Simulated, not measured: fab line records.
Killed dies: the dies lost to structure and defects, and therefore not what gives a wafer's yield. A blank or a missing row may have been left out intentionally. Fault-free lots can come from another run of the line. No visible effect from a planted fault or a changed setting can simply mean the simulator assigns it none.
fab line records	flow sky130
record lots=11	wafers=33	last-day=50
route steps=708 shown POLY_CUT@318 SD_P@327 RES_XHIGH@340 PAD_OPEN@708
lots with no fault: from the same line, run without faults
start-h: hours from the record's opening day to when the first of the lot's shown wafers began	wait-h: hours since the lot's step before	" repeats the value in the row above	L1.1+2: one row covering several wafers at once	- either no value or no given start	* or withheld: withheld	< > ~ a bound
route shown NAME@n: NAME is a module with steps in the file, n the number in the route of the first one	usual: mean/standard deviation taken from wafers without a fault	same: alike in all rows	chamber/n: place in a boat	sites: readings site by site	_std_site: the values' standard deviation	_edge_site: the outer-site mean with the inner-site mean subtracted	radius-mm: how far each site lies from the wafer's centre	mask NAME#n: copy n	behind: tool/chamber where the wafer was last shaped	hold: the reason the lot was held/the length of the hold in hours/how it ended	device: the n, p or np transistor that did not switch	end of line: tests run on the same wafers once the route is complete	a step given without rows: its recipe and nothing more	killed: the dies lost at the first sort to structure and to defects; this is not the yield of the wafer	map: per-die view of a wafer (x killed, . not killed, _ where there is no die)
set.NAME: the setting the step ran with; set.NAME@STEP: the setting that earlier step ran with	model.NAME: the simulator's own value behind a step, which no gauge read
a sample of lots followed through the steps of the route, with each step as a table and each wafer as a row
services: from which hour (start-h, from the record's first day; less than 0 if before it) a tool's chamber was out of use, for how many hours, and why
## steps
# step SKY_POLY_CUT_ETCH_11
# recipe target=Si3N4	chemistry=CF4/CH2F2/Ar	stop-on=poly-Si	source-w=600	bias-w=150	pressure-mtorr=40	cf4-flow-sccm=40	ch2f2-flow-sccm=20	Ar_flow_sccm=150	time-s=42.5	target-depth-a=600
# usual drypump-motor-current-A=5.8/0.4	oes-product-au=0.831/0.0069	throttle-valve-pct=14.994/0.0088
lot.wafer	tool	chamber	start-h	wait-h	drypump-motor-current-A	oes-product-au	rf-hours-counter-h	throttle-valve-pct
L252.1	rie-diel-01	1	604.99	0.0	6.0	0.834	18	15.000
L252.3	"	2	"	"	5.7	0.824	12	14.984
L252.4	"	0	"	"	6.2	0.835	59	14.997
L248.1	rie-diel-02	1	609.59	0.0	6.5	0.827	5	15.006
L248.3	"	0	"	"	5.8	0.829	14	14.981
L248.5	"	0	"	"	5.8	0.823	-	14.998
L254.3	rie-diel-04	3	622.19	0.0	6.0	0.835	48	15.008
L254.5	"	2	"	"	6.2	0.837	-	15.001
L254.6	"	3	"	"	6.0	0.829	-	14.990
L255.4	rie-diel-01	0	626.19	0.0	6.2	0.819	59	14.996
L255.5	"	3	"	"	5.1	0.831	-	14.981
L255.6	"	2	"	"	5.7	0.828	-	14.991
L260.1	rie-diel-01	1	667.89	0.0	6.1	0.825	20	14.999
L260.3	"	0	"	"	6.2	0.834	60	14.995
L260.5	"	3	"	"	5.1	0.820	-	15.001
L261.3	rie-diel-02	1	675.84	0.0	6.5	0.830	6	14.991
L261.4	"	2	"	"	5.3	0.833	12	14.987
L261.6	"	2	"	"	5.3	0.830	-	14.988
L266.1	rie-diel-02	2	716.40	0.0	5.3	0.820	13	14.982
L266.4	"	1	"	"	6.5	0.828	7	15.002
L266.6	"	0	"	"	5.8	0.820	-	14.999
L267.1	rie-diel-01	3	723.75	0.0	5.1	0.823	9	14.981
L267.2	"	0	"	"	6.2	0.814	1	14.997
L267.4	"	1	"	"	6.1	0.830	22	15.002
L269.4	rie-diel-04	2	741.27	0.0	6.2	0.818	-	14.989
L269.5	"	1	"	"	5.4	0.823	-	15.002
L269.6	"	0	"	"	5.5	0.817	-	14.987
L270.1	rie-diel-04	1	743.09	0.0	5.4	0.835	16	15.005
L270.3	"	0	"	"	5.5	0.830	1	14.977
L270.4	"	1	"	"	5.4	0.841	-	14.988
L271.2	rie-diel-04	3	752.49	0.0	6.0	0.830	0	14.984
L271.3	"	1	"	"	5.4	0.831	16	14.997
L271.6	"	3	"	"	6.0	0.839	-	14.987
# step SKY_SD_P_CD_MEAS_07
# recipe target-cd-nm=380
# usual cd-nm=379/3
lot.wafer	tool	chamber	start-h	wait-h	cd-nm
L252.1	cd-sem-01	-	633.04	0.1	379
L252.3	"	-	"	"	378
L252.4	"	-	"	"	382
L248.1	cd-sem-01	-	638.34	0.1	378
L248.3	"	-	"	"	377
L248.5	"	-	"	"	378
L254.3	cd-sem-02	-	650.23	0.1	380
L254.5	"	-	"	"	380
L254.6	"	-	"	"	381
L255.4	cd-sem-01	-	654.46	0.1	380
L255.5	"	-	"	"	379
L255.6	"	-	"	"	378
L260.1	cd-sem-02	-	696.61	0.2	382
L260.3	"	-	"	"	383
L260.5	"	-	"	"	380
L261.3	cd-sem-02	-	703.64	0.1	380
L261.4	"	-	"	"	380
L261.6	"	-	"	"	383
L266.1	cd-sem-02	-	742.85	0.1	378
L266.4	"	-	"	"	374
L266.6	"	-	"	"	375
L267.1	cd-sem-02	-	750.19	0.1	373
L267.2	"	-	"	"	372
L267.4	"	-	"	"	375
L269.4	cd-sem-01	-	767.50	0.1	381
L269.5	"	-	"	"	380
L269.6	"	-	"	"	381
L270.1	cd-sem-02	-	769.74	0.1	383
L270.3	"	-	"	"	384
L270.4	"	-	"	"	384
L271.2	cd-sem-02	-	778.51	0.1	379
L271.3	"	-	"	"	377
L271.6	"	-	"	"	378
# step SKY_SD_P_IMPLANT_09
# recipe species=BF2	energy-kev=20	dose-cm2=3e+15	tilt-deg=0
# usual tilt-deg=0.002/0.017
lot.wafer	tool	chamber	start-h	wait-h	tilt-deg
L252.1	implanter-04	0	633.20	0.0	0.002
L252.3	"	0	"	"	-0.009
L252.4	"	0	"	"	0.009
L248.1	implanter-03	0	638.50	0.0	-0.001
L248.3	"	0	"	"	0.009
L248.5	"	0	"	"	-0.004
L254.3	implanter-03	0	650.40	0.1	0.000
L254.5	"	0	"	"	-0.005
L254.6	"	0	"	"	0.007
L255.4	implanter-02	0	654.63	0.1	0.014
L255.5	"	0	"	"	0.012
L255.6	"	0	"	"	0.002
L260.1	implanter-03	0	696.77	0.0	4.582
L260.3	"	0	"	"	4.599
L260.5	"	0	"	"	4.611
L261.3	implanter-03	0	703.81	0.1	4.599
L261.4	"	0	"	"	4.583
L261.6	"	0	"	"	4.593
L266.1	implanter-04	0	743.01	0.0	0.000
L266.4	"	0	"	"	0.014
L266.6	"	0	"	"	-0.026
L267.1	implanter-02	0	750.35	0.0	-0.035
L267.2	"	0	"	"	-0.062
L267.4	"	0	"	"	-0.010
L269.4	implanter-02	0	767.67	0.1	-0.007
L269.5	"	0	"	"	0.027
L269.6	"	0	"	"	-0.003
L270.1	implanter-04	0	769.90	0.0	-0.013
L270.3	"	0	"	"	-0.026
L270.4	"	0	"	"	0.000
L271.2	implanter-04	0	778.67	0.0	-0.014
L271.3	"	0	"	"	-0.007
L271.6	"	0	"	"	0.002
# step SKY_SD_P_TW_MEAS_11
# usual SD_P_TW=2838/36
lot.wafer	tool	chamber	start-h	wait-h	SD_P_TW
L252.1	film-metro-02	-	633.45	0.1	2886
L252.3	"	-	"	"	2882
L252.4	"	-	"	"	2876
L248.1	film-metro-01	-	638.75	0.1	2834
L248.3	"	-	"	"	2823
L248.5	"	-	"	"	2816
L254.3	film-metro-01	-	650.62	0.1	2813
L254.5	"	-	"	"	2807
L254.6	"	-	"	"	2806
L255.4	film-metro-01	-	654.84	0.1	2821
L255.5	"	-	"	"	2808
L255.6	"	-	"	"	2804
L260.1	film-metro-02	-	697.02	0.1	3053
L260.3	"	-	"	"	3055
L260.5	"	-	"	"	3051
L261.3	film-metro-02	-	704.03	0.1	3050
L261.4	"	-	"	"	3058
L261.6	"	-	"	"	3056
L266.1	film-metro-04	-	743.26	0.1	2798
L266.4	"	-	"	"	2783
L266.6	"	-	"	"	2803
L267.1	film-metro-02	-	750.60	0.1	2871
L267.2	"	-	"	"	2870
L267.4	"	-	"	"	2871
L269.4	film-metro-01	-	767.88	0.1	2810
L269.5	"	-	"	"	2812
L269.6	"	-	"	"	2806
L270.1	film-metro-02	-	770.15	0.1	2870
L270.3	"	-	"	"	2882
L270.4	"	-	"	"	2900
L271.2	film-metro-01	-	778.91	0.1	2807
L271.3	"	-	"	"	2828
L271.6	"	-	"	"	2832
# step SKY_RES_XHIGH_STRIP_08
# recipe chemistry=O2/N2	power-w=1400	pressure-mtorr=1500	platen-temp-c=withheld	o2-flow-sccm=3000	n2-flow-sccm=300	overash-fraction=0.5
# usual drypump-motor-current-A=6.2/0.45	oes-product-au=0.712/0.0047	strip-time-to-endpoint-s=14.23/0.04
lot.wafer	tool	chamber	start-h	wait-h	drypump-motor-current-A	oes-product-au	rf-hours-counter-h	strip-time-to-endpoint-s
L252.1	plasma-asher-04	1	660.85	0.1	6.8	0.712	94	14.18
L252.3	"	0	"	"	6.3	0.710	-	14.16
L252.4	"	1	"	"	6.8	0.705	-	14.16
L248.1	plasma-asher-04	0	666.59	0.1	6.3	0.710	95	14.32
L248.3	"	1	"	"	6.8	0.717	-	14.32
L248.5	"	1	"	"	6.8	0.700	-	14.27
L254.3	plasma-asher-02	0	678.34	0.1	5.4	0.712	-	14.22
L254.5	"	1	"	"	6.0	0.707	-	14.25
L254.6	"	0	"	"	5.4	0.703	-	14.25
L255.4	plasma-asher-02	1	682.74	0.1	6.0	0.717	-	14.23
L255.5	"	0	"	"	5.4	0.719	-	14.24
L255.6	"	1	"	"	6.0	0.718	-	14.21
L260.1	plasma-asher-02	0	725.25	0.1	5.4	0.717	60	14.24
L260.3	"	1	"	"	6.0	0.722	-	14.30
L260.5	"	0	"	"	5.4	0.706	-	14.27
L261.3	plasma-asher-01	1	731.49	0.1	6.3	0.712	-	14.25
L261.4	"	0	"	"	5.7	0.718	-	14.20
L261.6	"	1	"	"	6.3	0.709	-	14.24
L266.1	plasma-asher-02	1	769.95	0.1	6.0	0.712	65	14.22
L266.4	"	1	"	"	6.1	0.713	-	14.15
L266.6	"	1	"	"	6.1	0.710	-	14.14
L267.1	plasma-asher-01	1	777.09	0.1	6.3	0.709	33	14.22
L267.2	"	0	"	"	5.7	0.714	33	14.26
L267.4	"	1	"	"	6.3	0.711	-	14.23
L269.4	plasma-asher-01	0	795.04	0.1	5.7	0.711	-	14.26
L269.5	"	0	"	"	5.7	0.717	-	14.29
L269.6	"	1	"	"	6.2	0.707	-	14.26
L270.1	plasma-asher-04	0	796.80	0.1	6.3	0.715	6	14.17
L270.3	"	0	"	"	6.3	0.707	-	14.19
L270.4	"	1	"	"	6.8	0.717	-	14.22
L271.2	plasma-asher-04	1	805.09	0.1	6.8	0.708	7	14.18
L271.3	"	0	"	"	6.3	0.709	-	14.26
L271.6	"	1	"	"	6.8	0.717	-	14.23
# step SKY_SD_N_RS_MEAS_17
# recipe thk-meas-gauge=four-point-probe
# usual SD_P_RS=147.1/0.43
lot.wafer	tool	chamber	start-h	wait-h	SD_P_RS[ohm/sq]
L252.1	film-metro-01	-	689.70	0.1	147.3
L252.3	"	-	"	"	147.2
L252.4	"	-	"	"	147.4
L248.1	film-metro-04	-	694.96	0.1	147.4
L248.3	"	-	"	"	147.1
L248.5	"	-	"	"	147.7
L254.3	film-metro-02	-	708.25	0.1	147.2
L254.5	"	-	"	"	147.5
L254.6	"	-	"	"	147.2
L255.4	film-metro-04	-	712.72	0.1	146.6
L255.5	"	-	"	"	146.6
L255.6	"	-	"	"	146.7
L260.1	film-metro-02	-	753.85	0.1	140.1
L260.3	"	-	"	"	140.1
L260.5	"	-	"	"	140.3
L261.3	film-metro-01	-	760.10	0.1	141.4
L261.4	"	-	"	"	141.0
L261.6	"	-	"	"	140.9
L266.1	film-metro-01	-	797.21	0.1	147.5
L266.4	"	-	"	"	147.8
L266.6	"	-	"	"	147.5
L267.1	film-metro-02	-	804.35	0.1	147.8
L267.2	"	-	"	"	147.6
L267.4	"	-	"	"	147.7
L269.4	film-metro-01	-	822.61	0.1	147.5
L269.5	"	-	"	"	147.1
L269.6	"	-	"	"	147.9
L270.1	film-metro-04	-	824.25	0.1	147.3
L270.3	"	-	"	"	146.9
L270.4	"	-	"	"	147.5
L271.2	film-metro-02	-	832.79	0.1	147.5
L271.3	"	-	"	"	147.3
L271.6	"	-	"	"	147.5
# step SKY_PAD_OPEN_PROBE_99
# usual killed_at_M0_to_M3=44/6.7	killed_at_M4_up=3.1/1.8	killed-at-contacts=24/5.1	killed-at-front-end=16/4.7	killed-at-other=0.3/0.59	killed-dies=88/9.6	killed-open=48/7.3	killed-short=39/6.5
# same gross-dies=492	killed-at-back-side=0
lot.wafer	tool	chamber	start-h	wait-h	killed_at_M0_to_M3	killed_at_M4_up	killed-at-contacts	killed-at-front-end	killed-at-other	killed-dies	killed-open	killed-short
L255.4	prober-02	-	1129.07	0.2	38	1	23	17	1	80	47	33
L255.5	prober-02	-	1129.12	0.2	54	5	18	15	0	92	55	37
L255.6	prober-02	-	1129.17	0.2	49	1	26	10	0	86	46	40
L267.1	prober-02	-	1184.05	0.1	49	2	17	13	0	81	41	40
L267.4	prober-02	-	1184.20	0.2	49	2	30	11	0	92	53	39
# killed by level:class
L255.4 CONTACT:geometric-particle:open=9 VIA1:geometric-particle:open=9 FIELD_ISO:geometric-particle:open=6 CONTACT:geometric-particle:short=6 VIA2:geometric-particle:open=6 VIA3:geometric-particle:open=5 POLY_GATE:geometric-particle:open=4 LI_CONTACT:geometric-particle:open=4
L255.5 VIA1:geometric-particle:open=14 VIA3:geometric-particle:open=10 LI_CONTACT:geometric-particle:open=9 POLY_GATE:geometric-particle:open=5 VIA2:geometric-particle:short=5 FIELD_ISO:geometric-particle:short=4 VIA1:geometric-particle:short=4 POLY_GATE:geometric-particle:short=4
L255.6 VIA1:geometric-particle:open=10 LI_CONTACT:geometric-particle:open=8 VIA2:geometric-particle:open=8 FIELD_ISO:geometric-particle:short=7 VIA3:geometric-particle:open=7 CONTACT:geometric-particle:open=7 VIA1:geometric-particle:short=5 VIA3:geometric-particle:short=5
L267.1 VIA1:geometric-particle:open=15 METAL2:geometric-particle:short=10 LI_CONTACT:geometric-particle:open=7 POLY_GATE:geometric-particle:short=5 METAL1:geometric-particle:short=5 VIA2:geometric-particle:open=5 LOCAL_INTERCONNECT:geometric-particle:short=4 VIA1:geometric-particle:short=4
L267.4 VIA1:geometric-particle:open=15 CONTACT:geometric-particle:open=9 LI_CONTACT:geometric-particle:open=9 VIA1:geometric-particle:short=8 VIA2:geometric-particle:open=7 LOCAL_INTERCONNECT:geometric-particle:short=4 CONTACT:geometric-particle:short=4 VIA2:geometric-particle:short=4
## services
tool	chamber	start-h	hours	kind
implanter-04	-	586.65	4.5	pm
implanter-04	-	597.03	2.0	repair
rie-diel-02	1	602.72	2.3	repair
plasma-asher-02	-	619.51	1.0	repair
implanter-03	-	642.14	2.9	repair
rie-diel-04	2	646.68	12.8	repair
rie-diel-02	2	655.91	4.5	repair
implanter-03	-	662.09	4.0	repair
implanter-04	-	666.44	2.4	repair
rie-diel-01	0	669.19	-	clean
rie-diel-01	0	669.19	24.0	scheduled-down
rie-diel-01	0	669.19	24.0	vent-cycle
rie-diel-04	-	679.51	0.3	repair
implanter-02	-	694.94	3.5	pm
implanter-03	-	710.96	2.2	repair
rie-diel-02	1	721.88	9.8	repair
rie-diel-04	0	723.58	2.6	repair
rie-diel-02	0	730.14	5.7	repair
plasma-asher-04	-	733.75	9.0	pm
plasma-asher-01	-	734.53	14.6	pm
rie-diel-02	0	755.21	2.1	repair
rie-diel-04	-	781.42	28.1	pm
plasma-asher-02	-	795.95	7.0	repair
rie-diel-02	-	804.44	15.2	repair
## key
first-sign step=SKY_SD_P_IMPLANT_09	reading=tilt-deg	direction=up	sigmas=99+	usual=*	struck=*
effect step=SKY_SD_P_TW_MEAS_11	reading=SD_P_TW	direction=up	sigmas=6	usual=2838	struck=3054
effect step=SKY_SD_N_RS_MEAS_17	reading=SD_P_RS	direction=down	sigmas=15	usual=147.1	struck=140.6
met-at SKY_SD_P_IMPLANT_09
struck-lots L260,L261
tester-left-out L260,L261
not-acting-at SKY_POLY_CUT_ETCH_11,SKY_SD_P_CD_MEAS_07,SKY_RES_XHIGH_STRIP_08
onset-between 650.40 696.77
fault kind=process-parameter-drift	tool=implanter-03	chamber=-	onset-h=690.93	steps=SKY_SD_P_IMPLANT_09	channel=tilt-deg	offset=*	shape=step	end-h=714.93	acts-in=*	stated=*
# tester-left-out: of these lots the tester's yield and bins aren't shown, on N5 and GAA mostly nor the transistor test; their killed dies are dies lost to structure and defects alone, not to doping, threshold or leakage, so they don't give the yield
